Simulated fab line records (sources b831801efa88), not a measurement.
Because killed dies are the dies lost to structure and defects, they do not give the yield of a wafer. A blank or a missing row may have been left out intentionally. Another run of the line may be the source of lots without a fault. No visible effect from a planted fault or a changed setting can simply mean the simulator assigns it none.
Which of the tools did it?	flow sky130	13 lots with 39 wafers sampled at 4 steps, on a route of 708 steps

WHAT EACH GAUGE READ, for each wafer
SKY_VIA4_RS_MEAS_19: the measuring method here is four-point-probe. Usual: VIA4_W_RS gives 0.226 ohm/sq (standard deviation 0.0052).
lot	measured	on	VIA4_W_RS (ohm/sq)	flag
L173	day 43 01:17	film_metro-04	0.230 0.230 0.232	
L175	day 43 19:46	film_metro-04	0.227 0.226 0.230	
L178	day 43 22:26	film_metro-01	0.226 0.221 0.230	
L180	day 45 01:05	film_metro-04	0.225 0.227 0.217	
L183	day 45 17:07	film_metro-02	0.224 0.222 0.216	
L184	day 45 03:29	film_metro-04	0.222 0.226 0.228	
L189	day 47 01:46	film_metro-02	0.230 0.232 0.230	
L190	day 47 08:17	film_metro-01	0.219 0.222 0.218	
L191	day 47 10:26	film_metro-04	0.228 0.234 0.227	
L193	day 48 09:44	film_metro-02	0.236 0.234 0.230	
L194	day 48 07:59	film_metro-04	0.221 0.227 0.223	
L195	day 48 14:18	film_metro-02	0.224 0.220 0.221	
L196	day 48 15:53	film_metro-04	0.227 0.219 0.221	

TOOL THAT RAN EACH LOT (tool first, then ch and the chambers of the sampled wafers, then the start)
lot	SKY_FIELD_ISO_ETCH_17	SKY_VIA4_ETCH_12	SKY_VIA4_SPUTTER_17
L173	rie_si-02 ch 1,2, day 2 09:32	rie_diel-03 ch 0,2,3, day 43 00:25	pvd_sputter-01, day 43 01:04
L175	rie_si-02 ch 1,2, day 2 15:30	rie_diel-03 ch 0,1,2, day 43 18:49	pvd_sputter-03, day 43 19:28
L178	rie_si-02 ch 0,2, day 3 06:00	rie_diel-03 ch 0,1,2, day 43 21:31	pvd_sputter-01, day 43 22:11
L180	rie_si-02 ch 1,2,3, day 3 19:35	rie_diel-01 ch 0,3, day 45 00:13	pvd_sputter-03, day 45 00:52
L183	rie_si-02 ch 0,1, day 4 05:12	rie_diel-02 ch 2,3, day 45 16:13	pvd_sputter-03, day 45 16:53
L184	rie_si-02 ch 1,2,3, day 4 12:45	rie_diel-03 ch 1,2,3, day 45 02:37	pvd_sputter-04, day 45 03:16
L189	rie_si-01 ch 0,1,2, day 5 16:36	rie_diel-01 ch 0,1, day 47 00:52	pvd_sputter-03, day 47 01:33
L190	rie_si-01 ch 1,2, day 5 21:36	rie_diel-01 ch 0,1,2, day 47 06:55	pvd_sputter-01, day 47 08:01
L191	rie_si-01 ch 0,1,2, day 6 03:14	rie_diel-01 ch 0,1,2, day 47 09:07	pvd_sputter-03, day 47 10:13
L193	rie_si-01 ch 0,3, day 6 12:50	rie_diel-01 ch 0,3, day 48 08:52	pvd_sputter-03, day 48 09:31
L194	rie_si-01 ch 2,3, day 6 20:38	rie_diel-02 ch 2,3, day 48 07:07	pvd_sputter-03, day 48 07:46
L195	rie_si-01 ch 0,2, day 6 23:32	rie_diel-03 ch 0,2, day 48 13:04	pvd_sputter-01, day 48 14:04
L196	rie_si-01 ch 1,2, day 7 04:59	rie_diel-01 ch 1,2,3, day 48 14:28	pvd_sputter-01, day 48 15:39
- SKY_FIELD_ISO_ETCH_17: etches Si in HBr/Cl2/O2, target depth 342 nm, time 97.7 s.
- SKY_VIA4_ETCH_12: etches SiO2 in C4F8/O2/Ar, stops on TiN, target depth 580 nm.
- SKY_VIA4_SPUTTER_17: material TiN, target thk 20 nm, time 80 s.

WHAT THE TOOLS THEMSELVES READ (means of the sampled wafers that have a number; where no wafer has one, the mark that the record gives instead)
SKY_FIELD_ISO_ETCH_17. Usual: drypump_motor_current_A 5.8 A, standard deviation 0.41; oes_product_au 1.001 a.u., standard deviation 0.011; throttle_valve_pct 25.656 %, standard deviation 0.012.
lot	tool	drypump_motor_current_A (A)	oes_product_au (a.u.)	throttle_valve_pct (%)	flag
L173	rie_si-02	6.1	0.997	25.665	
L175	rie_si-02	6.3	0.995	25.661	
L178	rie_si-02	5.9	0.980	25.669	
L180	rie_si-02	6.1	0.996	25.666	
L183	rie_si-02	6.1	0.978	25.667	
L184	rie_si-02	6.1	0.994	25.654	
L189	rie_si-01	5.6	1.000	25.650	
L190	rie_si-01	5.3	1.015	25.655	
L191	rie_si-01	5.6	1.003	25.661	
L193	rie_si-01	5.9	0.995	25.653	
L194	rie_si-01	5.8	1.007	25.651	
L195	rie_si-01	5.6	0.996	25.656	
L196	rie_si-01	5.6	1.008	25.644	

SKY_VIA4_ETCH_12. Usual: oes_product_au reads 0.926 a.u. (standard deviation 0.0045).
lot	tool	oes_product_au (a.u.)	flag
L173	rie_diel-03	0.931	
L175	rie_diel-03	0.926	
L178	rie_diel-03	0.925	
L180	rie_diel-01	0.927	
L183	rie_diel-02	0.923	
L184	rie_diel-03	0.928	
L189	rie_diel-01	0.922	
L190	rie_diel-01	0.925	
L191	rie_diel-01	0.923	
L193	rie_diel-01	0.919	
L194	rie_diel-02	0.922	
L195	rie_diel-03	0.927	
L196	rie_diel-01	0.924	

SKY_VIA4_SPUTTER_17. Usual: throttle_valve_pct reads 30.1 % (standard deviation 1.3).
lot	tool	throttle_valve_pct (%)	flag
L173	pvd_sputter-01	29.7	
L175	pvd_sputter-03	30.4	
L178	pvd_sputter-01	30.9	
L180	pvd_sputter-03	30.2	
L183	pvd_sputter-03	30.0	
L184	pvd_sputter-04	29.5	
L189	pvd_sputter-03	30.7	
L190	pvd_sputter-01	29.2	
L191	pvd_sputter-03	30.4	
L193	pvd_sputter-03	30.5	
L194	pvd_sputter-03	29.9	
L195	pvd_sputter-01	30.1	
L196	pvd_sputter-01	29.1	

THE ANSWER, worked out from the rows above alone
Rule: a lot counts as off when the mean over its wafers that have a number is more than 3 standard deviations away from the usual mean. A lot without any number at a reading at which 4 lots or more have one is off too. All remaining lots with rows at the step are treated as sound. Order of review: gauges by route order, followed by the tools' own readings, for which a lot's mean as printed above is used. At the first step where some lot is off, the reading lying furthest off is the one used; lots without a number count as furthest.
None of the lots is off at any reading shown; this tells nothing.

WHAT THE SIMULATOR HAD PUT IN
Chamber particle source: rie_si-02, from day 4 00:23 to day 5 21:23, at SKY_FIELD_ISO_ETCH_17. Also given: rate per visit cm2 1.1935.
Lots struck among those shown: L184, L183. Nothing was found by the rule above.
